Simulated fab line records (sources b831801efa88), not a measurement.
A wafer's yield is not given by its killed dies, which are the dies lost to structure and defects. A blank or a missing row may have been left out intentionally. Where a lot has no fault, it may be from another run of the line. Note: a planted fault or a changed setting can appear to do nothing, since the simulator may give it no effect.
fab line records	flow sky130	part 1 of 2: steps 1 to 34 of 44
record lots=5	wafers=15	last-day=50
route steps=708 shown SD_P@320 RES_XHIGH@332 SD_N@342 SALICIDE@361 LI_CONTACT@362
lots that met no fault: taken from a fault-free run of the same line
start-h: start of the lot's first displayed wafer, in hours after the record's first day	wait-h: hours since the lot's step before	" identical to the entry in the row above	L1.1+2: a single row standing in for several wafers	- no value present, or no start provided	* or withheld: withheld	< > ~ a bound
route shown NAME@n: NAME is a module with steps in the file, n the number in the route of the first one	usual: average and standard deviation across the fault-free wafers	same: alike in all rows	chamber/n: place in a boat	sites: per-site readings	_std_site: the standard deviation of these	_edge_site: inner sites' mean taken away from outer sites' mean	radius-mm: for every site, how far away it sits from the centre of the wafer	mask NAME#n: copy n	behind: the tool/chamber that last shaped the wafer	hold: what put the lot on hold/how long, in hours/how the hold closed	device: transistor that didn't switch, given as n, p or np	end of line: tests run on the same wafers once the route is complete	a step without rows: its recipe alone	killed: count of dies lost to structure and defects at first sort (not the wafer's yield)	map: shows each die of a wafer: x if killed, . if not, _ if none is there
set.NAME: the setting the step ran with; set.NAME@STEP: the setting that earlier step ran with	model.NAME: the simulator's own value behind a step, which no gauge read
a table for each step, a row for each wafer; lots at some steps of the route
services: from which hour (start-h, from the record's first day; less than 0 if before it) a tool's chamber was out of use, for how many hours, and why
## steps
# step SKY_SD_P_DEHYDRATE_00
# recipe temp-c=200	time-s=60
# usual heater-power-total-W=160.39/0.13
lot.wafer	tool	chamber	start-h	wait-h	heater-power-total-W
L076.4	litho-track-04	0	589.87	14.0	160.41
L076.5	"	0	"	"	160.36
L076.6	"	0	"	"	160.28
L077.2	litho-track-02	0	594.11	14.0	160.60
L077.4	"	0	"	"	160.20
L077.5	"	0	"	"	160.58
L083.1	litho-track-03	0	669.41	13.2	160.41
L083.2	"	0	"	"	160.56
L083.3	"	0	"	"	160.33
L085.1	litho-track-04	0	675.10	13.3	160.42
L085.3	"	0	"	"	160.49
L085.5	"	0	"	"	160.34
L094.1	litho-track-04	0	743.10	13.1	160.54
L094.2	"	0	"	"	160.31
L094.6	"	0	"	"	160.54
# step SKY_SD_P_HMDS_01
# recipe prime-time-s=60	prime-temp-c=120
lot.wafer	tool	chamber	start-h	wait-h
L076.4+5+6	litho-track-04	0	590.02	0.1
L077.2+4+5	litho-track-02	0	594.26	0.1
L083.1+2+3	litho-track-03	0	669.56	0.1
L085.1+3+5	litho-track-04	0	675.25	0.1
L094.1+2+6	litho-track-04	0	743.25	0.1
# step SKY_SD_P_COAT_02
# recipe resist=NOVOLAK	spin-rpm=3000	resist-thk-nm=1140
lot.wafer	tool	chamber	start-h	wait-h
L076.4+5+6	litho-track-04	0	590.17	0.1
L077.2+4+5	litho-track-02	0	594.41	0.1
L083.1+2+3	litho-track-03	0	669.71	0.1
L085.1+3+5	litho-track-04	0	675.40	0.1
L094.1+2+6	litho-track-04	0	743.40	0.1
# step SKY_SD_P_SOFTBAKE_03
# recipe temp-c=90	time-s=60	resist=NOVOLAK
# usual heater-power-total-W=56.59/0.049
lot.wafer	tool	chamber	start-h	wait-h	heater-power-total-W
L076.4	litho-track-04	0	590.32	0.1	56.66
L076.5	"	0	"	"	56.58
L076.6	"	0	"	"	56.59
L077.2	litho-track-02	0	594.56	0.1	56.56
L077.4	"	0	"	"	56.63
L077.5	"	0	"	"	56.59
L083.1	litho-track-03	0	669.86	0.1	56.63
L083.2	"	0	"	"	56.57
L083.3	"	0	"	"	56.60
L085.1	litho-track-04	0	675.55	0.1	56.57
L085.3	"	0	"	"	56.54
L085.5	"	0	"	"	56.56
L094.1	litho-track-04	0	743.55	0.1	56.59
L094.2	"	0	"	"	56.59
L094.6	"	0	"	"	56.58
# step SKY_SD_P_EXPOSE_04
# recipe mask-id=PSDM	na=0.6	source-shape=conventional	sigma-outer=0.6	polarization=unpolarized	target-cd-nm=380	dose-mj=138
lot.wafer	tool	chamber	start-h	wait-h	mask
L076.4+5+6	iline-stepper-02	0	-	-	PSDM#0
L077.2+4+5	iline-stepper-01	0	-	-	PSDM#0
L083.1+2+3	iline-stepper-02	0	-	-	PSDM#0
L085.1+3+5	iline-stepper-01	0	-	-	PSDM#0
L094.1+2+6	iline-stepper-01	0	-	-	PSDM#0
# step SKY_SD_P_PEB_05
# recipe temp-c=withheld	time-s=*	resist=NOVOLAK
lot.wafer	tool	chamber	start-h	wait-h
L076.4+5+6	litho-track-04	0	-	-
L077.2+4+5	litho-track-04	0	-	-
L083.1+2+3	litho-track-04	0	-	-
L085.1+3+5	litho-track-02	0	-	-
L094.1+2+6	litho-track-04	0	-	-
# step SKY_SD_P_DEVELOP_06
# recipe resist=NOVOLAK	developer=TMAH	develop-time-s=60	dev-temp-c=23
lot.wafer	tool	chamber	start-h	wait-h
L076.4+5+6	litho-track-04	0	604.52	0.1
L077.2+4+5	litho-track-04	0	608.77	0.1
L083.1+2+3	litho-track-04	0	682.95	0.1
L085.1+3+5	litho-track-02	0	688.84	0.1
L094.1+2+6	litho-track-04	0	757.25	0.1
# step SKY_SD_P_CD_MEAS_07
# recipe target-cd-nm=380
# usual cd-nm=379.9/2.7
lot.wafer	tool	chamber	start-h	wait-h	cd-nm
L076.4	cd-sem-01	-	604.66	0.1	378.6
L076.5	"	-	"	"	379.7
L076.6	"	-	"	"	379.2
L077.2	cd-sem-01	-	608.92	0.1	378.8
L077.4	"	-	"	"	378.9
L077.5	"	-	"	"	379.3
L083.1	cd-sem-02	-	683.10	0.1	383.2
L083.2	"	-	"	"	382.7
L083.3	"	-	"	"	381.7
L085.1	cd-sem-01	-	689.07	0.2	376.4
L085.3	"	-	"	"	371.7
L085.5	"	-	"	"	372.8
L094.1	cd-sem-01	-	757.40	0.1	377.7
L094.2	"	-	"	"	380.0
L094.6	"	-	"	"	379.1
# step SKY_SD_P_OVL_MEAS_08
# usual SD_P_OVL=-0.8/1.4
lot.wafer	tool	chamber	start-h	wait-h	SD_P_OVL[nm]
L076.4	overlay-02	-	604.74	0.1	1.9
L076.5	"	-	"	"	0.5
L076.6	"	-	"	"	0.6
L077.2	overlay-01	-	609.02	0.1	-3.9
L077.4	"	-	"	"	-3.0
L077.5	"	-	"	"	-1.3
L083.1	overlay-02	-	683.22	0.1	-1.8
L083.2	"	-	"	"	-3.1
L083.3	"	-	"	"	0.0
L085.1	overlay-01	-	689.19	0.1	0.0
L085.3	"	-	"	"	0.0
L085.5	"	-	"	"	-1.7
L094.1	overlay-01	-	757.52	0.1	-0.3
L094.2	"	-	"	"	-0.4
L094.6	"	-	"	"	-0.9
# step SKY_SD_P_IMPLANT_09
# recipe species=BF2	energy-kev=20	dose-cm2=3e+15	tilt-deg=0
lot.wafer	tool	chamber	start-h	wait-h
L076.4+5+6	implanter-03	0	604.83	0.1
L077.2+4+5	implanter-03	0	609.08	0.0
L083.1+2+3	implanter-02	0	683.25	0.0
L085.1+3+5	implanter-03	0	689.22	0.0
L094.1+2+6	implanter-02	0	757.55	0.0
# step SKY_SD_P_STRIP_10
# recipe chemistry=O2/N2	power-w=1400	pressure-mtorr=1500	platen-temp-c=withheld	o2-flow-sccm=3000	n2-flow-sccm=300	overash-fraction=0.5
# usual drypump-motor-current-A=5.42/0.24	oes-product-au=0.618/0.0047	strip-time-to-endpoint-s=17.51/0.038
lot.wafer	tool	chamber	start-h	wait-h	drypump-motor-current-A	oes-product-au	rf-hours-counter-h	strip-time-to-endpoint-s
L076.4	plasma-asher-03	0	604.94	0.1	5.02	0.620	-	17.50
L076.5	"	0	"	"	5.04	0.625	-	17.44
L076.6	"	1	"	"	5.38	0.618	-	17.52
L077.2	plasma-asher-03	1	609.20	0.1	5.40	0.621	76	17.51
L077.4	"	0	"	"	5.01	0.616	-	17.46
L077.5	"	0	"	"	5.00	0.623	-	17.48
L083.1	plasma-asher-03	0	683.40	0.1	5.04	0.618	83	17.48
L083.2	"	1	"	"	5.39	0.616	83	17.46
L083.3	"	0	"	"	5.03	0.615	-	17.48
L085.1	plasma-asher-02	0	689.37	0.1	5.67	0.616	31	17.48
L085.3	"	0	"	"	5.70	0.615	-	17.50
L085.5	"	1	"	"	5.41	0.622	-	17.51
L094.1	plasma-asher-01	0	757.70	0.1	5.36	0.620	53	17.58
L094.2	"	1	"	"	5.71	0.625	53	17.56
L094.6	"	0	"	"	5.36	0.621	-	17.58
# step SKY_SD_P_TW_MEAS_11
# usual SD_P_TW=2830/21
lot.wafer	tool	chamber	start-h	wait-h	SD_P_TW
L076.4	film-metro-03	-	605.03	0.1	2844
L076.5	"	-	"	"	2845
L076.6	"	-	"	"	2851
L077.2	film-metro-01	-	609.31	0.1	2819
L077.4	"	-	"	"	2811
L077.5	"	-	"	"	2813
L083.1	film-metro-01	-	683.50	0.1	2837
L083.2	"	-	"	"	2824
L083.3	"	-	"	"	2830
L085.1	film-metro-01	-	689.47	0.1	2834
L085.3	"	-	"	"	2850
L085.5	"	-	"	"	2832
L094.1	film-metro-01	-	757.80	0.1	2816
L094.2	"	-	"	"	2802
L094.6	"	-	"	"	2799
# step SKY_RES_XHIGH_DEHYDRATE_00
# recipe temp-c=200	time-s=60
# usual heater-power-total-W=160.37/0.13
lot.wafer	tool	chamber	start-h	wait-h	heater-power-total-W
L076.4	litho-track-03	0	618.68	13.6	160.60
L076.5	"	0	"	"	160.31
L076.6	"	0	"	"	160.53
L077.2	litho-track-03	0	623.63	14.3	160.40
L077.4	"	0	"	"	160.44
L077.5	"	0	"	"	160.35
L083.1	litho-track-01	0	696.72	13.2	160.62
L083.2	"	0	"	"	160.28
L083.3	"	0	"	"	160.21
L085.1	litho-track-02	0	702.59	13.1	160.57
L085.3	"	0	"	"	160.23
L085.5	"	0	"	"	160.29
L094.1	litho-track-01	0	770.32	12.5	160.56
L094.2	"	0	"	"	160.26
L094.6	"	0	"	"	160.42
# step SKY_RES_XHIGH_HMDS_01
# recipe prime-time-s=60	prime-temp-c=120
lot.wafer	tool	chamber	start-h	wait-h
L076.4+5+6	litho-track-03	0	618.83	0.1
L077.2+4+5	litho-track-03	0	623.78	0.1
L083.1+2+3	litho-track-01	0	696.87	0.1
L085.1+3+5	litho-track-02	0	702.74	0.1
L094.1+2+6	litho-track-01	0	770.47	0.1
# step SKY_RES_XHIGH_COAT_02
# recipe resist=NOVOLAK	spin-rpm=3000	resist-thk-nm=1140
lot.wafer	tool	chamber	start-h	wait-h
L076.4+5+6	litho-track-03	0	618.98	0.1
L077.2+4+5	litho-track-03	0	623.93	0.1
L083.1+2+3	litho-track-01	0	697.02	0.1
L085.1+3+5	litho-track-02	0	702.89	0.1
L094.1+2+6	litho-track-01	0	770.62	0.1
# step SKY_RES_XHIGH_SOFTBAKE_03
# recipe temp-c=90	time-s=60	resist=NOVOLAK
# usual heater-power-total-W=56.60/0.048
lot.wafer	tool	chamber	start-h	wait-h	heater-power-total-W
L076.4	litho-track-03	0	619.13	0.1	56.64
L076.5	"	0	"	"	56.63
L076.6	"	0	"	"	56.69
L077.2	litho-track-03	0	624.08	0.1	56.55
L077.4	"	0	"	"	56.64
L077.5	"	0	"	"	56.49
L083.1	litho-track-01	0	697.17	0.1	56.53
L083.2	"	0	"	"	56.66
L083.3	"	0	"	"	56.62
L085.1	litho-track-02	0	703.04	0.1	56.55
L085.3	"	0	"	"	56.57
L085.5	"	0	"	"	56.59
L094.1	litho-track-01	0	770.77	0.1	56.60
L094.2	"	0	"	"	56.62
L094.6	"	0	"	"	56.47
# step SKY_RES_XHIGH_EXPOSE_04
# recipe mask-id=URPM	na=0.6	source-shape=conventional	sigma-outer=0.6	polarization=unpolarized	target-cd-nm=1270	dose-mj=140
lot.wafer	tool	chamber	start-h	wait-h	mask
L076.4+5+6	iline-stepper-01	0	-	-	URPM#0
L077.2+4+5	iline-stepper-01	0	-	-	URPM#0
L083.1+2+3	iline-stepper-01	0	-	-	URPM#0
L085.1+3+5	iline-stepper-02	0	-	-	URPM#0
L094.1+2+6	iline-stepper-01	0	-	-	URPM#0
# step SKY_RES_XHIGH_PEB_05
# recipe temp-c=withheld	time-s=*	resist=NOVOLAK
lot.wafer	tool	chamber	start-h	wait-h
L076.4+5+6	litho-track-01	0	-	-
L077.2+4+5	litho-track-03	0	-	-
L083.1+2+3	litho-track-03	0	-	-
L085.1+3+5	litho-track-03	0	-	-
L094.1+2+6	litho-track-03	0	-	-
# step SKY_RES_XHIGH_DEVELOP_06
# recipe resist=NOVOLAK	developer=TMAH	develop-time-s=60	dev-temp-c=23
lot.wafer	tool	chamber	start-h	wait-h
L076.4+5+6	litho-track-01	0	633.64	0.1
L077.2+4+5	litho-track-03	0	638.13	0.1
L083.1+2+3	litho-track-03	0	710.86	0.1
L085.1+3+5	litho-track-03	0	716.71	0.1
L094.1+2+6	litho-track-03	0	783.46	0.1
# step SKY_RES_XHIGH_IMPLANT_07
# recipe species=BF2	energy-kev=20	dose-cm2=3.6e+14	tilt-deg=0
lot.wafer	tool	chamber	start-h	wait-h
L076.4+5+6	implanter-01	0	633.79	0.1
L077.2+4+5	implanter-02	0	638.28	0.1
L083.1+2+3	implanter-03	0	711.01	0.1
L085.1+3+5	implanter-01	0	716.86	0.1
L094.1+2+6	implanter-03	0	783.61	0.1
# step SKY_RES_XHIGH_STRIP_08
# recipe chemistry=O2/N2	power-w=1400	pressure-mtorr=1500	platen-temp-c=withheld	o2-flow-sccm=3000	n2-flow-sccm=300	overash-fraction=0.5
# usual drypump-motor-current-A=5.5/0.38	oes-product-au=0.711/0.0044	strip-time-to-endpoint-s=14.29/0.039
lot.wafer	tool	chamber	start-h	wait-h	drypump-motor-current-A	oes-product-au	rf-hours-counter-h	strip-time-to-endpoint-s
L076.4	plasma-asher-03	1	633.90	0.1	5.4	0.716	-	14.28
L076.5	"	1	"	"	5.4	0.708	-	14.29
L076.6	"	0	"	"	5.0	0.714	-	14.24
L077.2	plasma-asher-03	0	638.41	0.1	5.0	0.712	80	14.35
L077.4	"	0	"	"	5.0	0.711	-	14.32
L077.5	"	1	"	"	5.4	0.712	-	14.29
L083.1	plasma-asher-04	0	711.16	0.1	6.2	0.716	109	14.35
L083.2	"	1	"	"	5.0	0.710	109	14.33
L083.3	"	0	"	"	6.2	0.716	-	14.33
L085.1	plasma-asher-03	1	717.01	0.1	5.4	0.714	88	14.30
L085.3	"	0	"	"	5.0	0.708	-	14.25
L085.5	"	0	"	"	5.0	0.716	-	14.34
L094.1	plasma-asher-04	1	783.76	0.1	5.0	0.716	3	14.30
L094.2	"	0	"	"	6.3	0.713	3	14.27
L094.6	"	0	"	"	6.3	0.711	-	14.30
# step SKY_RES_XHIGH_TW_MEAS_09
# usual RES_XHIGH_TW=1641/9.6
lot.wafer	tool	chamber	start-h	wait-h	RES_XHIGH_TW
L076.4	film-metro-04	-	634.00	0.1	1638
L076.5	"	-	"	"	1636
L076.6	"	-	"	"	1631
L077.2	film-metro-01	-	638.52	0.1	1635
L077.4	"	-	"	"	1633
L077.5	"	-	"	"	1634
L083.1	film-metro-01	-	711.26	0.1	1626
L083.2	"	-	"	"	1636
L083.3	"	-	"	"	1635
L085.1	film-metro-03	-	717.11	0.1	1652
L085.3	"	-	"	"	1650
L085.5	"	-	"	"	1647
L094.1	film-metro-03	-	783.86	0.1	1661
L094.2	"	-	"	"	1658
L094.6	"	-	"	"	1658
# step SKY_SD_N_DEHYDRATE_00
# recipe temp-c=200	time-s=60
# usual heater-power-total-W=160.38/0.13
lot.wafer	tool	chamber	start-h	wait-h	heater-power-total-W
L076.4	litho-track-02	0	647.11	13.1	160.21
L076.5	"	0	"	"	160.45
L076.6	"	0	"	"	160.14
L077.2	litho-track-04	0	652.32	13.8	160.41
L077.4	"	0	"	"	160.43
L077.5	"	0	"	"	160.47
L083.1	litho-track-04	0	724.70	13.4	160.58
L083.2	"	0	"	"	160.22
L083.3	"	0	"	"	160.31
L085.1	litho-track-04	0	730.60	13.5	160.36
L085.3	"	0	"	"	160.62
L085.5	"	0	"	"	160.17
L094.1	litho-track-04	0	796.80	12.9	160.25
L094.2	"	0	"	"	160.38
L094.6	"	0	"	"	160.62
# step SKY_SD_N_HMDS_01
# recipe prime-time-s=60	prime-temp-c=120
lot.wafer	tool	chamber	start-h	wait-h
L076.4+5+6	litho-track-02	0	647.26	0.1
L077.2+4+5	litho-track-04	0	652.47	0.1
L083.1+2+3	litho-track-04	0	724.85	0.1
L085.1+3+5	litho-track-04	0	730.75	0.1
L094.1+2+6	litho-track-04	0	796.95	0.1
# step SKY_SD_N_COAT_02
# recipe resist=NOVOLAK	spin-rpm=3000	resist-thk-nm=1140
lot.wafer	tool	chamber	start-h	wait-h
L076.4+5+6	litho-track-02	0	647.41	0.1
L077.2+4+5	litho-track-04	0	652.62	0.1
L083.1+2+3	litho-track-04	0	725.00	0.1
L085.1+3+5	litho-track-04	0	730.90	0.1
L094.1+2+6	litho-track-04	0	797.10	0.1
# step SKY_SD_N_SOFTBAKE_03
# recipe temp-c=90	time-s=60	resist=NOVOLAK
# usual heater-power-total-W=56.60/0.046
lot.wafer	tool	chamber	start-h	wait-h	heater-power-total-W
L076.4	litho-track-02	0	647.56	0.1	56.58
L076.5	"	0	"	"	56.53
L076.6	"	0	"	"	56.65
L077.2	litho-track-04	0	652.77	0.1	56.51
L077.4	"	0	"	"	56.54
L077.5	"	0	"	"	56.59
L083.1	litho-track-04	0	725.15	0.1	56.66
L083.2	"	0	"	"	56.54
L083.3	"	0	"	"	56.62
L085.1	litho-track-04	0	731.05	0.1	56.59
L085.3	"	0	"	"	56.62
L085.5	"	0	"	"	56.65
L094.1	litho-track-04	0	797.25	0.1	56.62
L094.2	"	0	"	"	56.59
L094.6	"	0	"	"	56.52
# step SKY_SD_N_EXPOSE_04
# recipe mask-id=NSDM	na=0.6	source-shape=conventional	sigma-outer=0.6	polarization=unpolarized	target-cd-nm=380	dose-mj=141
lot.wafer	tool	chamber	start-h	wait-h	mask
L076.4+5+6	iline-stepper-02	0	-	-	NSDM#0
L077.2+4+5	iline-stepper-01	0	-	-	NSDM#0
L083.1+2+3	iline-stepper-02	0	-	-	NSDM#0
L085.1+3+5	iline-stepper-01	0	-	-	NSDM#0
L094.1+2+6	iline-stepper-01	0	-	-	NSDM#0
# step SKY_SD_N_PEB_05
# recipe temp-c=withheld	time-s=*	resist=NOVOLAK
lot.wafer	tool	chamber	start-h	wait-h
L076.4+5+6	litho-track-01	0	-	-
L077.2+4+5	litho-track-04	0	-	-
L083.1+2+3	litho-track-01	0	-	-
L085.1+3+5	litho-track-02	0	-	-
L094.1+2+6	litho-track-04	0	-	-
# step SKY_SD_N_DEVELOP_06
# recipe resist=NOVOLAK	developer=TMAH	develop-time-s=60	dev-temp-c=23
lot.wafer	tool	chamber	start-h	wait-h
L076.4+5+6	litho-track-01	0	662.34	0.1
L077.2+4+5	litho-track-04	0	667.12	0.1
L083.1+2+3	litho-track-01	0	738.47	0.1
L085.1+3+5	litho-track-02	0	744.49	0.1
L094.1+2+6	litho-track-04	0	810.05	0.1
# step SKY_SD_N_CD_MEAS_07
# recipe target-cd-nm=380
# usual cd-nm=380.2/2.7
lot.wafer	tool	chamber	start-h	wait-h	cd-nm
L076.4	cd-sem-02	-	662.48	0.1	383.1
L076.5	"	-	"	"	382.7
L076.6	"	-	"	"	380.8
L077.2	cd-sem-02	-	667.27	0.1	381.7
L077.4	"	-	"	"	381.0
L077.5	"	-	"	"	379.9
L083.1	cd-sem-02	-	738.63	0.1	381.1
L083.2	"	-	"	"	382.5
L083.3	"	-	"	"	380.9
L085.1	cd-sem-01	-	744.64	0.1	381.6
L085.3	"	-	"	"	380.0
L085.5	"	-	"	"	378.8
L094.1	cd-sem-01	-	810.20	0.1	375.7
L094.2	"	-	"	"	374.0
L094.6	"	-	"	"	375.0
# step SKY_SD_N_OVL_MEAS_08
# usual SD_N_OVL=-0.3/1.5
lot.wafer	tool	chamber	start-h	wait-h	SD_N_OVL[nm]
L076.4	overlay-02	-	662.55	0.1	-2.0
L076.5	"	-	"	"	-0.7
L076.6	"	-	"	"	-2.9
L077.2	overlay-02	-	667.37	0.1	-0.1
L077.4	"	-	"	"	-1.4
L077.5	"	-	"	"	1.0
L083.1	overlay-01	-	738.75	0.1	-0.8
L083.2	"	-	"	"	-0.4
L083.3	"	-	"	"	-2.7
L085.1	overlay-01	-	744.76	0.1	0.3
L085.3	"	-	"	"	0.4
L085.5	"	-	"	"	1.8
L094.1	overlay-01	-	810.32	0.1	-0.1
L094.2	"	-	"	"	1.2
L094.6	"	-	"	"	0.4
# step SKY_SD_N_IMPLANT_09
# recipe species=As	energy-kev=50	dose-cm2=4e+15	tilt-deg=0
lot.wafer	tool	chamber	start-h	wait-h
L076.4+5+6	implanter-01	0	662.65	0.1
L077.2+4+5	implanter-04	0	667.43	0.0
L083.1+2+3	implanter-04	0	738.90	0.1
L085.1+3+5	implanter-04	0	744.79	0.0
L094.1+2+6	implanter-04	0	810.35	0.0
# step SKY_SD_N_IMPLANT_10
# recipe species=P	energy-kev=20	dose-cm2=1e+14	tilt-deg=0
lot.wafer	tool	chamber	start-h	wait-h
L076.4+5+6	implanter-01	0	662.80	0.1
L077.2+4+5	implanter-04	0	667.58	0.1
L083.1+2+3	implanter-04	0	739.05	0.1
L085.1+3+5	implanter-04	0	744.94	0.1
L094.1+2+6	implanter-04	0	810.50	0.1
# step SKY_SD_N_STRIP_11
# recipe chemistry=O2/N2	power-w=1400	pressure-mtorr=1500	platen-temp-c=withheld	o2-flow-sccm=3000	n2-flow-sccm=300	overash-fraction=0.5
# usual drypump-motor-current-A=5.6/0.41	oes-product-au=0.527/0.0043	strip-time-to-endpoint-s=22.57/0.043
lot.wafer	tool	chamber	start-h	wait-h	drypump-motor-current-A	oes-product-au	rf-hours-counter-h	strip-time-to-endpoint-s
L076.4	plasma-asher-04	1	662.90	0.1	5.0	0.523	-	22.57
L076.5	"	1	"	"	5.0	0.528	-	22.58
L076.6	"	0	"	"	6.3	0.525	-	22.52
L077.2	plasma-asher-04	1	667.70	0.1	5.0	0.532	103	22.56
L077.4	"	0	"	"	6.3	0.533	-	22.56
L077.5	"	1	"	"	5.0	0.527	-	22.56
L083.1	plasma-asher-01	1	739.20	0.1	5.7	0.527	51	22.55
L083.2	"	0	"	"	5.4	0.530	51	22.56
L083.3	"	1	"	"	5.7	0.519	-	22.58
L085.1	plasma-asher-02	1	745.09	0.1	5.4	0.529	37	22.50
L085.3	"	1	"	"	5.4	0.523	-	22.50
L085.5	"	0	"	"	5.7	0.527	-	22.48
L094.1	plasma-asher-01	0	810.65	0.1	5.4	0.524	58	22.56
L094.2	"	1	"	"	5.7	0.531	58	22.52
L094.6	"	0	"	"	5.4	0.535	-	22.54
